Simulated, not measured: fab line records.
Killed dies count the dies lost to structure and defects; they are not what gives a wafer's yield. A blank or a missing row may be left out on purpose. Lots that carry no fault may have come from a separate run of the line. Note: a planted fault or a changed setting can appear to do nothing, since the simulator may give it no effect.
fab line records    flow sky130
record lots=6  wafers=18  last_day=50
route steps=708 shown GATE_OXIDE@191 POLY_GATE@204 PAD_OPEN@708
lots untouched by any fault: they come from a run of this same line in which no faults occurred
start_h: hours from the record's first day to the start of the lot's first wafer shown    wait_h: hours since the lot's step before    " same as the row above    L1.1+2: a single row standing in for several wafers    - no value, or no start was given    * or withheld: withheld    < > ~ a bound
route shown NAME@n: NAME is a module with steps in the file, n the number in the route of the first one    usual: the fault-free wafers' mean and standard deviation    same: alike in all rows    chamber/n: place in a boat    sites: readings site by site    _std_site: how widely they spread, as a standard deviation    _edge_site: inner sites' mean taken away from outer sites' mean    radius_mm: how far each site lies from the wafer's centre    mask NAME#n: copy n    behind: the tool/chamber that last shaped the wafer    hold: cause of the lot's hold/its duration in hours/its outcome    device: names the non-switching transistor (n, p or np)    end of line: tests of these same wafers at the route's end    a step with no rows: only its recipe    killed: at the first sort, the dies lost to defects and structure; wafer yield is something else    map: dies across one wafer; x = killed, . = not, _ = none there
set.NAME: the setting as run; set.NAME@STEP: as run at that earlier step    model.NAME: the simulator's own value behind a step, which no gauge read
lots at some steps of the route; a table a step, a row a wafer
services: when a tool's chamber went out of use (start_h, in hours from the record's first day, below 0 if earlier), for how many hours, and the reason
## steps
# step SKY_GATE_OXIDE_HMDS_04
# recipe prime_time_s=60  prime_temp_c=120
# step SKY_GATE_OXIDE_COAT_05
# recipe resist=NOVOLAK  spin_rpm=3000  resist_thk_nm=1140
# step SKY_GATE_OXIDE_SOFTBAKE_06
# recipe temp_c=90  time_s=60  resist=NOVOLAK
# step SKY_GATE_OXIDE_EXPOSE_07
# recipe mask_id=LVOM  na=0.6  source_shape=conventional  sigma_outer=0.6  polarization=unpolarized  target_cd_nm=600  dose_mj=170
# step SKY_GATE_OXIDE_PEB_08
# recipe temp_c=withheld  time_s=*  resist=NOVOLAK
# step SKY_GATE_OXIDE_DEVELOP_09
# recipe resist=NOVOLAK  developer=TMAH  develop_time_s=58.9  dev_temp_c=23
# step SKY_GATE_OXIDE_OVL_MEAS_10
# usual GATE_OXIDE_OVL=-0.7/1.1
lot.wafer  tool        chamber  start_h  wait_h  GATE_OXIDE_OVL[nm]
L307.2     overlay-01  -        297.71   0.1     -0.8
L307.3     "           -        "        "       -1.6
L307.5     "           -        "        "       -0.6
L317.1     overlay-02  -        404.27   0.1     -2.3
L317.2     "           -        "        "       -1.5
L317.6     "           -        "        "       -1.8
L318.2     overlay-01  -        408.48   0.1     1.0
L318.5     "           -        "        "       1.8
L318.6     "           -        "        "       -0.7
L325.1     overlay-01  -        464.80   0.1     0.0
L325.2     "           -        "        "       1.2
L325.5     "           -        "        "       -0.2
L327.3     overlay-02  -        474.88   0.1     0.9
L327.5     "           -        "        "       -1.6
L327.6     "           -        "        "       0.1
L328.1     overlay-02  -        482.72   0.1     0.7
L328.2     "           -        "        "       0.4
L328.4     "           -        "        "       0.4
# step SKY_GATE_OXIDE_IMPLANT_11
# recipe species=B  energy_kev=10  dose_cm2=2.6e+12  tilt_deg=withheld
# step SKY_GATE_OXIDE_WET_ETCH_12
# recipe chemistry=dHF  target_depth_nm=16.8  dry=n2_spin  target=SiO2  dilution=100:1  temp_c=25  time_s=336
# step SKY_GATE_OXIDE_STRIP_13
# recipe chemistry=O2/N2  power_w=1400  pressure_mtorr=1500  platen_temp_c=withheld  o2_flow_sccm=3000  n2_flow_sccm=300  overash_fraction=0.5
# usual drypump_motor_current_A=5.5/0.4  oes_product_au=0.716/0.0043  strip_time_to_endpoint_s=14.19/0.04
lot.wafer  tool             chamber  start_h  wait_h  drypump_motor_current_A  oes_product_au  rf_hours_counter_h  strip_time_to_endpoint_s
L307.2     plasma_asher-04  0        298.00   0.0     6.0                      0.722           60                  14.15
L307.3     "                1        "        "       5.0                      0.714           -                   14.18
L307.5     "                1        "        "       5.0                      0.712           -                   14.16
L317.1     plasma_asher-04  0        404.57   0.0     6.0                      0.716           70                  14.28
L317.2     "                1        "        "       5.0                      0.714           70                  14.24
L317.6     "                1        "        "       5.0                      0.716           -                   14.24
L318.2     plasma_asher-03  1        408.77   0.0     5.9                      0.715           60                  14.23
L318.5     "                0        "        "       5.0                      0.717           -                   14.17
L318.6     "                1        "        "       5.9                      0.714           -                   14.17
L325.1     plasma_asher-03  1        465.09   0.0     5.9                      0.712           66                  14.22
L325.2     "                0        "        "       5.0                      0.715           66                  14.21
L325.5     "                0        "        "       5.1                      0.718           -                   14.22
L327.3     plasma_asher-03  1        475.19   0.0     5.9                      0.717           -                   14.17
L327.5     "                1        "        "       5.9                      0.720           -                   14.18
L327.6     "                0        "        "       5.0                      0.717           -                   14.19
L328.1     plasma_asher-01  1        483.01   0.0     5.6                      0.711           4                   14.18
L328.2     "                0        "        "       5.7                      0.714           4                   14.22
L328.4     "                1        "        "       5.6                      0.718           -                   14.25
# step SKY_GATE_OXIDE_TW_MEAS_14
# usual GATE_OXIDE_TW=223.3/1.6
lot.wafer  tool           chamber  start_h  wait_h  GATE_OXIDE_TW
L307.2     film_metro-03  -        298.11   0.1     225.4
L307.3     "              -        "        "       223.5
L307.5     "              -        "        "       223.8
L317.1     film_metro-03  -        404.67   0.1     223.9
L317.2     "              -        "        "       224.7
L317.6     "              -        "        "       224.9
L318.2     film_metro-02  -        408.88   0.1     221.1
L318.5     "              -        "        "       220.4
L318.6     "              -        "        "       219.3
L325.1     film_metro-01  -        465.19   0.1     223.0
L325.2     "              -        "        "       223.3
L325.5     "              -        "        "       222.8
L327.3     film_metro-03  -        475.28   0.1     224.6
L327.5     "              -        "        "       225.9
L327.6     "              -        "        "       224.6
L328.1     film_metro-01  -        483.11   0.1     222.0
L328.2     "              -        "        "       223.2
L328.4     "              -        "        "       223.1
# step SKY_GATE_OXIDE_CLEAN_15
# recipe chemistry=SC1/SC2  mix=1:4:20  temp_c=70  time_s=150  dry=n2_spin
# step SKY_GATE_OXIDE_OXIDATION_16
# recipe temp_c=800  ambient=O2  idle_temp_c=700  ramp_up_c_per_min=10  ramp_down_c_per_min=3  stabilise_s=600  purge_s=300  target_thk_a=35.7  ox_time_s=1915
# usual spike_tc_bottom_C=820.8/2.4  spike_tc_centre_C=801.2/1.2  spike_tc_lower_C=802.2/1.1  spike_tc_top_C=813.1/1.2  spike_tc_upper_C=800.1/1.1  tube_center_temp_C=800/0.07  tube_center_temp_C_max=802.0/0.32  zone_power_top_pct=24.8/1.4  zone_power_upper_pct=13.89/0.17
# same stabilise_s=600
lot.wafer  tool        chamber  start_h  wait_h  spike_tc_bottom_C  spike_tc_centre_C  spike_tc_lower_C  spike_tc_top_C  spike_tc_upper_C  tube_center_temp_C  tube_center_temp_C_max  zone_power_top_pct  zone_power_upper_pct  model.SiO2_of_GATE_OXIDE_OXIDATION_01.thk_nm
L307.2     furnace-02  0        298.21   0.0     817.7              801.2              803.9             814.5           798.9             800.08              801.9                   26.2                13.91                 11.6
L307.3     "           0        "        "       819.7              800.7              803.9             814.6           799.2             800.07              802.1                   26.7                13.74                 11.69
L307.5     "           0        "        "       818.2              800.1              800.8             812.2           802.2             799.95              802.4                   26.3                13.65                 11.6
L317.1     furnace-01  0        404.78   0.0     848.5              828.6              830.2             838.1           825.7             825.86              827.8                   24.7                14.82                 12.75
L317.2     "           0        "        "       848.5              828.1              828.1             840.0           826.3             825.91              827.9                   24.7                14.96                 12.79
L317.6     "           0        "        "       847.3              829.0              827.6             839.5           826.7             825.88              827.9                   24.7                15.07                 12.84
L318.2     furnace-01  0        409.26   0.2     848.7              828.3              827.9             839.3           825.1             825.83              827.7                   25.0                15.03                 12.6
L318.5     "           0        "        "       848.9              828.2              828.7             842.0           824.4             825.91              827.9                   24.6                14.67                 12.56
L318.6     "           0        "        "       848.2              828.7              827.7             840.9           825.3             825.96              828.0                   24.8                14.74                 12.6
L325.1     furnace-02  0        465.30   0.0     817.7              798.9              803.9             813.7           798.1             800.04              802.4                   26.8                13.86                 11.44
L325.2     "           0        "        "       819.2              800.2              802.9             810.9           798.5             800.05              801.9                   25.6                13.78                 11.45
L325.5     "           0        "        "       820.0              800.9              802.2             811.4           799.6             799.79              801.7                   26.4                13.99                 11.42
L327.3     furnace-01  0        476.16   0.8     824.6              799.5              801.4             815.3           799.5             800.07              802.0                   23.5                13.87                 11.67
L327.5     "           0        "        "       822.6              801.7              803.5             811.3           799.4             800.06              801.6                   23.7                13.83                 11.55
L327.6     "           0        "        "       821.1              803.1              802.7             812.0           799.4             800.01              801.8                   23.5                14.33                 11.63
L328.1     furnace-02  0        483.22   0.0     818.2              800.6              802.5             812.3           799.1             799.94              801.9                   26.3                13.63                 11.64
L328.2     "           0        "        "       817.3              800.0              803.0             814.3           801.7             800.07              802.1                   26.1                13.97                 11.57
L328.4     "           0        "        "       816.7              802.0              804.7             810.9           801.3             799.95              801.4                   26.5                13.93                 11.47
# step SKY_POLY_GATE_CVD_00
# recipe material=poly-Si  target_thk_nm=180  temp_c=620  time_s=720  pressure_mtorr=200
# step SKY_PAD_OPEN_PROBE_99
# usual killed_at_M0_to_M3=45/7.1  killed_at_M4_up=3.0/1.8  killed_at_contacts=24/5.4  killed_at_front_end=16/4.9  killed_at_other=0.3/0.63  killed_dies=88/11  killed_open=47/7.4  killed_short=40/7
# same gross_dies=492  killed_at_back_side=0
lot.wafer  tool       chamber  start_h  wait_h  killed_at_M0_to_M3  killed_at_M4_up  killed_at_contacts  killed_at_front_end  killed_at_other  killed_dies  killed_open  killed_short  model.etest.nfet_16v.r_on_ohm_um  model.etest.pfet_01v8.r_on_ohm_um  model.etest.tip_sonos.rs_ohm_sq  model.etest.pfet_g5v0d10v5.r_on_ohm_um  model.etest.nfet_01v8.r_on_ohm_um  model.etest.nfet_01v8_lvt.drive_ua_um  model.etest.nfet_01v8_swapped.drive_ua_um  model.etest.nfet_01v8.drive_ua_um
L307.2     prober-01  -        1066.71  0.1     50                  1                31                  21                   0                103          53           50            1.403e+04                         2931                               2598                             4728                                    850.3                              567.7                                  493.6                                      495
L307.3     prober-01  -        1066.76  0.2     44                  8                23                  28                   0                103          55           48            1.435e+04                         3058                               2642                             4873                                    839.8                              567.1                                  497.6                                      495.3
L307.5     prober-01  -        1066.86  0.2     45                  7                27                  17                   0                96           57           39            1.41e+04                          2957                               2618                             4818                                    828.5                              574.5                                  511.8                                      501.4
L317.1     prober-01  -        1140.02  0.1     53                  4                40                  13                   1                111          60           51            1.488e+04                         3252                               3045                             5008                                    974.4                              463.7                                  394.7                                      395
L317.2     prober-01  -        1140.07  0.1     49                  0                22                  29                   0                100          55           45            1.507e+04                         3288                               3051                             5064                                    977.5                              455.1                                  386.9                                      394.8
L317.6     prober-01  -        1140.27  0.2     49                  3                20                  17                   0                89           56           33            1.502e+04                         3252                               3071                             5086                                    992.3                              458.4                                  387.5                                      391.1
L318.2     prober-02  -        1141.89  0.1     36                  2                14                  19                   0                71           29           42            1.445e+04                         3339                               2890                             4943                                    952                                471.6                                  404.4                                      404.3
L318.5     prober-02  -        1142.04  0.2     51                  2                26                  15                   0                94           51           43            1.461e+04                         3312                               2868                             5029                                    966.5                              461.6                                  397.1                                      396.6
L318.6     prober-02  -        1142.09  0.2     47                  1                18                  22                   2                90           46           44            1.467e+04                         3280                               2910                             5008                                    970.3                              463                                    398.8                                      395.4
L325.1     prober-01  -        1177.64  0.1     39                  1                17                  10                   0                67           31           36            1.417e+04                         3079                               2620                             4839                                    845.6                              566.9                                  499.6                                      495.9
L325.2     prober-01  -        1177.69  0.1     43                  3                22                  14                   0                82           37           45            1.421e+04                         3119                               2632                             4871                                    864.7                              551.7                                  484.4                                      481.7
L325.5     prober-01  -        1177.84  0.2     42                  4                23                  10                   0                79           43           36            1.409e+04                         3096                               2620                             4812                                    865.4                              545.1                                  480.4                                      489.2
L327.3     prober-01  -        1184.79  0.2     48                  3                31                  8                    0                90           46           44            1.426e+04                         2898                               2640                             4781                                    856.4                              549.5                                  485                                        485.2
L327.5     prober-01  -        1184.89  0.2     37                  2                20                  11                   1                71           37           34            1.404e+04                         2951                               2653                             4799                                    847.8                              564.6                                  492.1                                      493.8
L327.6     prober-01  -        1184.94  0.2     49                  2                25                  10                   1                87           46           41            1.417e+04                         2839                               2662                             4759                                    859.9                              551.3                                  488                                        491.1
L328.1     prober-02  -        1188.41  0.1     46                  7                26                  11                   0                90           45           45            1.436e+04                         2856                               2594                             4888                                    858.7                              560.1                                  487.9                                      486.6
L328.2     prober-02  -        1188.46  0.1     29                  5                28                  14                   0                76           34           42            1.418e+04                         2750                               2564                             4734                                    832.2                              566.4                                  497.4                                      498.1
L328.4     prober-02  -        1188.56  0.2     36                  1                26                  21                   0                84           56           28            1.42e+04                          2795                               2528                             4787                                    838.4                              567.9                                  504.9                                      500.9
# killed by level:class
L307.2 VIA1:geometric_particle:open=11 LI_CONTACT:geometric_particle:open=10 CONTACT:geometric_particle:short=8 FIELD_ISO:geometric_particle:short=7 VIA1:geometric_particle:short=7 VIA2:geometric_particle:open=7 METAL2:geometric_particle:short=6 POLY_GATE:geometric_particle:short=5
L307.3 VIA1:geometric_particle:open=10 FIELD_ISO:geometric_particle:short=9 VIA2:geometric_particle:open=8 POLY_GATE:geometric_particle:open=7 LI_CONTACT:geometric_particle:open=7 CONTACT:geometric_particle:open=6 METAL4:geometric_particle:short=6 POLY_GATE:geometric_particle:short=5
L307.5 CONTACT:geometric_particle:open=14 VIA1:geometric_particle:open=9 METAL3:geometric_particle:short=9 FIELD_ISO:geometric_particle:open=7 VIA2:geometric_particle:open=6 LI_CONTACT:geometric_particle:open=5 METAL2:geometric_particle:short=5 METAL1:geometric_particle:short=4
L317.1 CONTACT:geometric_particle:open=16 VIA1:geometric_particle:open=15 CONTACT:geometric_particle:short=8 VIA3:geometric_particle:open=8 LOCAL_INTERCONNECT:geometric_particle:short=7 METAL2:geometric_particle:short=6 VIA2:geometric_particle:open=6 METAL3:geometric_particle:short=6
L317.2 VIA1:geometric_particle:open=16 FIELD_ISO:geometric_particle:short=12 VIA3:geometric_particle:open=7 LI_CONTACT:geometric_particle:open=7 CONTACT:geometric_particle:open=7 FIELD_ISO:geometric_particle:open=6 POLY_GATE:geometric_particle:short=6 METAL1:geometric_particle:short=5
L317.6 VIA1:geometric_particle:open=16 CONTACT:geometric_particle:open=11 VIA3:geometric_particle:open=9 FIELD_ISO:geometric_particle:short=6 VIA2:geometric_particle:open=6 VIA1:geometric_particle:short=5 METAL2:geometric_particle:short=4 CONTACT:geometric_particle:short=3
L318.2 FIELD_ISO:geometric_particle:short=8 METAL2:geometric_particle:short=6 VIA2:geometric_particle:short=6 VIA1:geometric_particle:open=5 VIA3:geometric_particle:open=4 FIELD_ISO:geometric_particle:open=4 LI_CONTACT:geometric_particle:open=4 CONTACT:geometric_particle:open=4
L318.5 CONTACT:geometric_particle:open=13 VIA1:geometric_particle:open=10 METAL1:geometric_particle:short=8 VIA3:geometric_particle:open=7 FIELD_ISO:geometric_particle:open=6 LI_CONTACT:geometric_particle:open=5 VIA1:geometric_particle:short=5 METAL2:geometric_particle:short=5
L318.6 CONTACT:geometric_particle:open=11 VIA1:geometric_particle:open=8 METAL1:geometric_particle:short=7 METAL2:geometric_particle:short=7 VIA3:geometric_particle:open=7 POLY_GATE:geometric_particle:short=6 SPACER:geometric_particle:open=5 VIA2:geometric_particle:short=5
L325.1 VIA1:geometric_particle:open=13 LI_CONTACT:geometric_particle:open=7 VIA1:geometric_particle:short=6 METAL1:geometric_particle:short=6 CONTACT:geometric_particle:short=4 FIELD_ISO:geometric_particle:short=3 SONOS_ONO:geometric_particle:short=3 LOCAL_INTERCONNECT:geometric_particle:short=3
L325.2 METAL2:geometric_particle:short=9 LI_CONTACT:geometric_particle:open=8 VIA3:geometric_particle:open=8 CONTACT:geometric_particle:short=7 FIELD_ISO:geometric_particle:short=6 VIA1:geometric_particle:open=6 CONTACT:geometric_particle:open=5 FIELD_ISO:geometric_particle:open=4
L325.5 VIA1:geometric_particle:open=13 CONTACT:geometric_particle:open=9 VIA2:geometric_particle:open=8 LI_CONTACT:geometric_particle:open=7 FIELD_ISO:geometric_particle:short=5 POLY_GATE:geometric_particle:short=4 LI_CONTACT:geometric_particle:short=4 METAL1:geometric_particle:short=4
L327.3 CONTACT:geometric_particle:open=13 VIA2:geometric_particle:open=8 METAL2:geometric_particle:short=7 LI_CONTACT:geometric_particle:short=6 METAL1:geometric_particle:short=6 VIA3:geometric_particle:open=6 LI_CONTACT:geometric_particle:open=5 VIA1:geometric_particle:open=5
L327.5 VIA2:geometric_particle:open=9 CONTACT:geometric_particle:open=7 VIA3:geometric_particle:open=7 CONTACT:geometric_particle:short=6 LI_CONTACT:geometric_particle:open=5 POLY_GATE:geometric_particle:short=4 METAL3:geometric_particle:short=4 METAL1:geometric_particle:short=4
L327.6 VIA2:geometric_particle:open=10 VIA3:geometric_particle:open=10 CONTACT:geometric_particle:open=8 METAL1:geometric_particle:short=7 LI_CONTACT:geometric_particle:open=6 LOCAL_INTERCONNECT:geometric_particle:short=6 METAL2:geometric_particle:short=6 VIA1:geometric_particle:open=5
L328.1 VIA1:geometric_particle:open=8 LI_CONTACT:geometric_particle:open=7 METAL1:geometric_particle:short=7 VIA3:geometric_particle:open=7 CONTACT:geometric_particle:short=6 VIA2:geometric_particle:open=6 VIA3:geometric_particle:short=6 METAL2:geometric_particle:short=5
L328.2 CONTACT:geometric_particle:open=9 VIA1:geometric_particle:open=8 LOCAL_INTERCONNECT:geometric_particle:short=6 METAL2:geometric_particle:short=6 LI_CONTACT:geometric_particle:short=5 LI_CONTACT:geometric_particle:open=5 FIELD_ISO:geometric_particle:short=4 VIA2:geometric_particle:open=4
L328.4 LI_CONTACT:geometric_particle:open=11 CONTACT:geometric_particle:open=8 FIELD_ISO:geometric_particle:open=7 VIA2:geometric_particle:open=7 VIA3:geometric_particle:open=7 POLY_GATE:geometric_particle:open=6 VIA1:geometric_particle:open=5 CONTACT:geometric_particle:short=4
## services
tool             chamber  start_h  hours  kind
furnace-02       -        368.77   5.5    pm
furnace-02       -        419.41   3.8    pm
plasma_asher-01  -        421.25   9.0    pm
plasma_asher-01  0        421.25   9.0    vent_cycle
plasma_asher-01  1        421.25   9.0    vent_cycle
plasma_asher-01  0        430.25   -      clean
plasma_asher-01  1        430.25   -      clean
plasma_asher-01  -        450.28   7.5    repair
## key
first_sign step=SKY_GATE_OXIDE_OXIDATION_16  reading=tube_center_temp_C  direction=up  sigmas=99+  usual=*  struck=*
effect step=SKY_GATE_OXIDE_OXIDATION_16  reading=tube_center_temp_C_max  direction=up  sigmas=80  usual=*  struck=*
model_effect step=SKY_GATE_OXIDE_OXIDATION_16  value=SiO2_of_GATE_OXIDE_OXIDATION_01.thk_nm  without=11.75  struck=12.69
model_effect step=SKY_PAD_OPEN_PROBE_99  value=etest.nfet_16v.r_on_ohm_um  without=1.428e+04  struck=1.478e+04
met_at SKY_GATE_OXIDE_OXIDATION_16
struck_wafers L317.1,L317.2,L317.6,L318.2,L318.5,L318.6
tester_left_out L317,L318
fault kind=process_parameter_drift  tool=furnace-01  chamber=-  onset_h=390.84  steps=SKY_GATE_OXIDE_OXIDATION_16  channel=temp_c  offset=*  shape=step  end_h=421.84  acts_in=*  stated=*
# tester_left_out: of these lots the tester's yield and bins aren't shown, on N5 and GAA mostly nor the transistor test; their killed dies are dies lost to structure and defects alone, not to doping, threshold or leakage, so they don't give the yield
